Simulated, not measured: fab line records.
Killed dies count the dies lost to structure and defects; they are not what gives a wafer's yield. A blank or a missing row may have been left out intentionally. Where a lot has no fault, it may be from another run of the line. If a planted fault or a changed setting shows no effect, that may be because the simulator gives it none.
Comparing a struck lot with a sound one | flow sky130 | 16 steps out of a route of 708
Sound: these wafers, L856.1, L856.3, L856.6. Wafers L845.2, L845.4, L845.6 were the ones struck. Last of all comes the cause.
Per side, at each step with rows, come the tool, then ch with its chambers, and then its first start. Under that, the readings that differ: sound wafers | struck wafers | difference of the means | sigmas: that difference in standard deviations of wafers without a fault.
alike: readings with means less than 2 such deviations apart, plus words and numbers identical on both sides. not compared: withheld readings, readings lacking a value on some wafer, bounds such as >300 that could conceal the same value, and numbers that have no deviation in the record and whose values overlap.
Wherever a step has rows on one side only, a row that says differs or no value, or a row with sigmas, the two part there. Numbers that have no deviation but don't overlap get no sigmas and don't part them. A reading missing from all wafers of one side parts the sides only when that side holds two or more wafers.

first, 3 steps without rows for these wafers: SKY_VIA1_STRIP_17 (strips in post etch residue remover, time 1200 s); SKY_VIA1_CLEAN_18 (cleans in IPA, time 180 s); SKY_VIA1_CLEAN_19 (cleans in O3/DIW).
SKY_VIA1_SPUTTER_20: material TiN, target thk 20 nm, time 80 s.
  sound: pvdSputter-01 at day 39 20:09; struck: pvdSputter-01 at day 38 09:38
  alike: cathodeDcPowerW, chamberPressurePa, throttleValvePct
then, 1 step without rows for these wafers: SKY_VIA1_CVD_21 (deposits W, target thk 270 nm, time 80.902 s).
SKY_VIA1_RS_MEAS_22: the measuring method here is four-point-probe.
  sound: filmMetro-03 at day 39 20:19; struck: filmMetro-03 at day 38 09:49
  alike: VIA1_W_RS
SKY_VIA1_THK_MEAS_23: measures by xrf.
  sound: filmMetro-03 at day 39 20:26; struck: filmMetro-03 at day 38 09:55
  alike: VIA1_W_THK
SKY_VIA1_CMP_24: polishes, stops on SiO2, t overpolish 15 s, target thk 0 nm.
  sound on cmp-02 ch 1,2,3, day 39 20:32; struck on cmp-01 ch 0,2, day 38 09:58
  alike: headPressurePsi, motorCurrentA, overpolishRunS, timeToEndpointS
SKY_METAL2_SPUTTER_00: material Ti, target thk 15 nm, time 10 s.
  sound: pvdSputter-04 at day 39 20:47; struck: pvdSputter-02 at day 38 10:16
reading             | sound                | struck               | difference | sigmas
cathodeDcPowerW (W) | 3000.3 3000.1 3001.0 | 2999.4 2998.9 2999.6 | -1.2       | -2
  alike: chamberPressurePa, throttleValvePct
SKY_METAL2_SPUTTER_01: material TiN, target thk 20 nm, time 16.7 s.
  sound: pvdSputter-04 at day 39 20:49; struck: pvdSputter-02 at day 38 10:18
  alike: cathodeDcPowerW, chamberPressurePa, throttleValvePct
SKY_METAL2_SPUTTER_02: material AlCu, target thk 250 nm, time 13.67 s.
  sound: pvdSputter-04 at day 39 20:50; struck: pvdSputter-02 at day 38 10:19
  alike: cathodeDcPowerW, chamberPressurePa, throttleValvePct
then, 1 step without rows for these wafers: SKY_METAL2_SPUTTER_03 (material Ti, target thk 5 nm, time 3.3 s).
SKY_METAL2_SPUTTER_04: material TiN, target thk 70 nm, time 58.3 s.
  sound: pvdSputter-04 at day 39 20:53; struck: pvdSputter-02 at day 38 10:22
  no value came back on the struck wafers for cathodeDcPowerW (W), chamberPressurePa (Pa), throttleValvePct (%); on the sound wafers cathodeDcPowerW (W) reads 6499.6 6499.6 6501.6
SKY_METAL2_RS_MEAS_05: the measuring method here is four-point-probe.
  sound: filmMetro-02 at day 39 20:56; struck: filmMetro-02 at day 38 10:43
  alike: METAL2_ALCU_RS
  not compared: hold
SKY_METAL2_THK_MEAS_06: measures by xrf.
  sound: filmMetro-02 at day 39 21:03; struck: filmMetro-02 at day 38 12:44
reading              | sound       | struck      | difference | sigmas
METAL2_ALCU_THK (nm) | 253 255 254 | 292 290 291 | +37        | +12
  not compared: hold
-- the record jumps here: 11 days lie between the struck wafers' starts before and after (it left off in module METAL2 and takes up again in module PAD_OPEN, whose first step shown is number 708 of the route) --
SKY_PAD_OPEN_PROBE_99:
  sound: prober-01 at day 50 05:16; struck: prober-01 at day 49 06:40
reading                     | sound             | struck            | difference | sigmas
model.etest.via2Chain.rcOhm | 10.27 9.453 9.356 | 14.76 17.21 15.12 | +6.00      | 
  alike: defectLimitedYield, killed_at_M0_to_M3, killed_at_M4_up, killedAtContacts, killedAtFrontEnd, killedAtOther, killedDies, killedOpen, killedShort, sort_bin_3_pad_short, sort_bin_5_function, sort_bin_6_memory, sort_bin_8_speed, sortNPass, sortYieldPct
  not compared: hold

WHERE THEY PART
First at SKY_METAL2_SPUTTER_00; last, within this record, at SKY_METAL2_THK_MEAS_06. Later steps at which nothing parts them and some readings are alike: SKY_PAD_OPEN_PROBE_99.

WHY: what the simulator had put in
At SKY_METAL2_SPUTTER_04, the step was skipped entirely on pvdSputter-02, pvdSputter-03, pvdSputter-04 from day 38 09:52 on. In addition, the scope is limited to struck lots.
